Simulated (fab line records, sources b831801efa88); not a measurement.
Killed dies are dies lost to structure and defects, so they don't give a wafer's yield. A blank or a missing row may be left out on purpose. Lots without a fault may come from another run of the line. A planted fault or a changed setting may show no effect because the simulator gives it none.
fab line records | flow sky130
record lots=7 wafers=21 last_day=50
route steps=708 shown METAL3@572 VIA3@573
lots that met no fault: from a run of the same line without faults
start_h: hours from the record's first day to the start of the lot's first wafer shown | wait_h: hours since the lot's step before | " the same as in the row above | L1.1+2: a row that stands for several wafers | - no value, or no start given | * or withheld: withheld | < > ~ a bound
route shown NAME@n: a module of which the file shows steps, and the number in the route of the first | usual: mean/standard deviation of fault-free wafers | same: alike in all rows | chamber/n: place in a boat | sites: the reading at each site | _std_site: their standard deviation | _edge_site: outer sites' mean less inner sites' | radius_mm: how far each site lies from the wafer's centre | mask NAME#n: copy n | behind: the tool/chamber that last shaped the wafer | hold: why the lot was held/for how many hours/how that ended | device: the transistor (n, p or np) that didn't switch | end of line: the same wafers' tests at the end of the route | a step without rows: its recipe alone | killed: dies lost to structure and defects at the first sort, not the wafer's yield | map: a wafer's dies, x killed, . not, _ none there
set.NAME: the setting as run; set.NAME@STEP: as run at that earlier step | model.NAME: the simulator's own value behind a step, which no gauge read
lots at some steps of the route; a table a step, a row a wafer
services: from which hour (start_h, from the record's first day; less than 0 if before it) a tool's chamber was out of use, for how many hours, and why
## steps
# step SKY_METAL3_CLEAN_22
# recipe chemistry=O3/DIW dry=n2_spin
# step SKY_VIA3_HDPCVD_00
# recipe material=SiO2 target_thk_nm=1635 sigma_open_frac=0.3 time_s=272.5 temp_c=400 sih4_flow_sccm=60 pressure_mtorr=6
# step SKY_VIA3_THK_MEAS_01
# recipe reads=SiO2_of_VIA3_HDPCVD_00
# usual VIA3_HDPCVD_THK=1633/16
# columns lot.wafer tool chamber start_h wait_h VIA3_HDPCVD_THK[nm]
L585.1 film_metro-03 - 909.56 0.1 1648
L585.4 " - " " 1627
L585.5 " - " " 1642
L596.1 film_metro-04 - 991.22 0.1 1636
L596.3 " - " " 1630
L596.6 " - " " 1639
L597.1 film_metro-04 - 1009.27 0.2 1628
L597.2 " - " " 1656
L597.5 " - " " 1644
L598.1 film_metro-03 - 1010.91 0.1 1630
L598.4 " - " " 1629
L598.5 " - " " 1644
L599.3 film_metro-04 - 1012.17 0.1 1602
L599.4 " - " " 1593
L599.6 " - " " 1608
L607.1 film_metro-03 - 1064.43 0.1 1629
L607.2 " - " " 1633
L607.5 " - " " 1640
L608.2 film_metro-01 - 1066.01 0.2 1631
L608.3 " - " " 1598
L608.6 " - " " 1619
# step SKY_VIA3_CMP_02
# recipe material=SiO2 down_force_psi=4 platen_rpm=60 pad_velocity_m_s=0.94248
# usual edge_zone_pressure_frac=1.000/0.0052 motor_current_A=12.0/0.73
# columns lot.wafer tool chamber start_h wait_h edge_zone_pressure_frac motor_current_A
L585.1 cmp-01 3 909.67 0.1 1.015 12.2
L585.4 " 0 " " 1.002 11.9
L585.5 " 2 " " 1.005 12.1
L596.3 cmp-02 3 991.38 0.1 0.993 10.2
L596.1 " 0 " " 1.006 11.6
L596.6 " 2 " " 0.987 12.6
L597.2 cmp-02 0 1009.46 0.2 0.992 12.0
L597.1 " 1 " " 0.997 11.6
L597.5 " 1 " " 0.995 11.4
L598.1 cmp-01 1 1011.02 0.1 1.003 12.2
L598.4 " 2 " " 0.998 12.1
L598.5 " 0 " " 1.007 11.9
L599.4 cmp-01 3 1012.21 0.0 1.004 12.3
L599.3 " 1 " " 0.992 12.2
L599.6 " 3 " " 1.007 12.6
L607.1 cmp-01 3 1064.49 0.1 1.003 12.5
L607.2 " 2 " " 0.998 12.3
L607.5 " 3 " " 1.005 12.3
L608.2 cmp-01 0 1066.06 0.0 0.996 11.7
L608.3 " 2 " " 0.994 11.5
L608.6 " 1 " " 0.994 12.5
# step SKY_VIA3_BOW_MEAS_03
# recipe mode=bow
# usual VIA3_BOW=79/8
# columns lot.wafer tool chamber start_h wait_h VIA3_BOW[um]
L585.1 film_metro-03 - 909.92 0.2 74
L585.4 " - " " 73
L585.5 " - " " 78
L596.1 film_metro-04 - 991.58 0.1 82
L596.3 " - " " 80
L596.6 " - " " 83
L597.1 film_metro-04 - 1009.76 0.2 79
L597.2 " - " " 67
L597.5 " - " " 84
L598.1 film_metro-03 - 1011.27 0.2 78
L598.4 " - " " 72
L598.5 " - " " 68
L599.3 film_metro-03 - 1012.55 0.2 61
L599.4 " - " " 66
L599.6 " - " " 73
L607.1 film_metro-04 - 1064.79 0.2 80
L607.2 " - " " 78
L607.5 " - " " 82
L608.2 film_metro-03 - 1066.38 0.3 65
L608.3 " - " " 81
L608.6 " - " " 83
# step SKY_VIA3_DEHYDRATE_04
# recipe temp_c=200 time_s=60
# step SKY_VIA3_HMDS_05
# recipe prime_time_s=60 prime_temp_c=120
# step SKY_VIA3_COAT_06
# recipe resist=BARC temp_c=withheld time_s=withheld spin_rpm=3000 resist_thk_nm=60
# step SKY_VIA3_COAT_07
# recipe resist=KrF-thick spin_rpm=3000 resist_thk_nm=450
# step SKY_VIA3_SOFTBAKE_08
# recipe temp_c=100 time_s=90 resist=KrF-thick
# step SKY_VIA3_EXPOSE_09
# recipe mask_id=VIM3 na=0.8 source_shape=annular sigma_inner=0.55 sigma_outer=0.85 target_cd_nm=200 dose_mj=38
# step SKY_VIA3_PEB_10
# recipe peb_temp_c=withheld peb_time_s=withheld resist=KrF-thick
# step SKY_VIA3_DEVELOP_11
# recipe develop_time_s=60 resist=KrF-thick dev_temp_c=21
# usual chill_plate_temp_C=23.00/0.11 develop_time_s=60/0
# columns lot.wafer tool chamber start_h wait_h chill_plate_temp_C develop_time_s model.KrF-thick_of_VIA3_COAT_07.thk_nm
L585.1 litho_track-03 0 934 - 23.00 60 434.5
L585.4 " 0 " " 22.98 60 435.6
L585.5 " 0 " " 23.00 60 434.9
L596.1 litho_track-03 - 1014 - - - 449.3
L596.3 " - " " - - 450.6
L596.6 " - " " - - 448.7
L597.1 litho_track-01 - 1032 - - - 449.3
L597.2 " - " " - - 449.3
L597.5 " - " " - - 449.1
L598.1 litho_track-01 - 1034 - - - 453.4
L598.4 " - " " - - 453.3
L598.5 " - " " - - 451.3
L599.3 litho_track-03 0 1035 - 23.16 60 435.9
L599.4 " 0 " " 23.14 60 437
L599.6 " 0 " " 23.11 60 436.2
L607.1 litho_track-01 0 1087 - 22.97 60 434.9
L607.2 " 0 " " 23.03 60 436.8
L607.5 " 0 " " 22.92 60 436.5
L608.2 litho_track-03 0 1087 - 23.00 60 434.3
L608.3 " 0 " " 22.97 60 436.3
L608.6 " 0 " " 23.09 60 434.6
# step SKY_VIA3_CD_MEAS_12
# recipe target_cd_nm=200
# usual cd_nm=199.8/1.3
# columns lot.wafer tool chamber start_h wait_h cd_nm
L585.1 cd_sem-02 - 934.97 - 198.8
L585.4 " - " " 200.7
L585.5 " - " " 199.7
L596.1 cd_sem-02 - 1014.22 - -
L596.3 " - " " -
L596.6 " - " " -
L597.1 cd_sem-02 - 1032.99 - -
L597.2 " - " " -
L597.5 " - " " -
L598.1 cd_sem-01 - 1034.74 - -
L598.4 " - " " -
L598.5 " - " " -
L599.3 cd_sem-01 - 1035.81 - 200.0
L599.4 " - " " 199.9
L599.6 " - " " 200.1
L607.1 cd_sem-02 - 1087.49 - 201.9
L607.2 " - " " 201.7
L607.5 " - " " 200.1
L608.2 cd_sem-02 - 1087.79 - 199.7
L608.3 " - " " 198.1
L608.6 " - " " 199.5
## services
# columns tool chamber start_h hours kind
cmp-01 - 912.05 4.0 pm
cmp-01 - 916.05 - consumable_replace:conditioner
cmp-01 - 916.05 - consumable_replace:pad
cmp-01 - 997.22 1.6 repair
cmp-02 - 998.89 6.8 pm
cmp-01 - 1013.63 4.2 pm
cmp-01 - 1020.90 1.5 repair
cmp-01 - 1068.94 1.6 repair
cmp-02 - 1084.00 4.0 pm
cmp-02 - 1085.06 1.2 repair
## key
first_sign step=SKY_VIA3_DEVELOP_11 reading=tool_record direction=missing
effect none on later readings
model_effect step=SKY_VIA3_DEVELOP_11 value=KrF-thick_of_VIA3_COAT_07.thk_nm without=436.4 struck=450.5
met_at SKY_VIA3_DEVELOP_11
struck_wafers L596.1,L596.3,L596.6,L597.1,L597.2,L597.5,L598.1,L598.4,L598.5
later_rows_left_out L596.1,L596.3,L596.6,L597.1,L597.2,L597.5,L598.1,L598.4,L598.5
sort_left_out L596.1,L596.3,L596.6,L597.1,L597.2,L597.5,L598.1,L598.4,L598.5
onset_between 934 1014
fault kind=skipped_step_whole tool=litho_track-01,litho_track-03 chamber=- onset_h=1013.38 steps=SKY_VIA3_DEVELOP_11 scope=struck_lots_only
# sort_left_out: the simulated sort isn't trusted on such a fault, so these wafers' sort isn't shown, and their yield isn't known
# later_rows_left_out: the simulator's readings of these wafers behind a module that went badly wrong aren't trusted and aren't shown, but for the sort
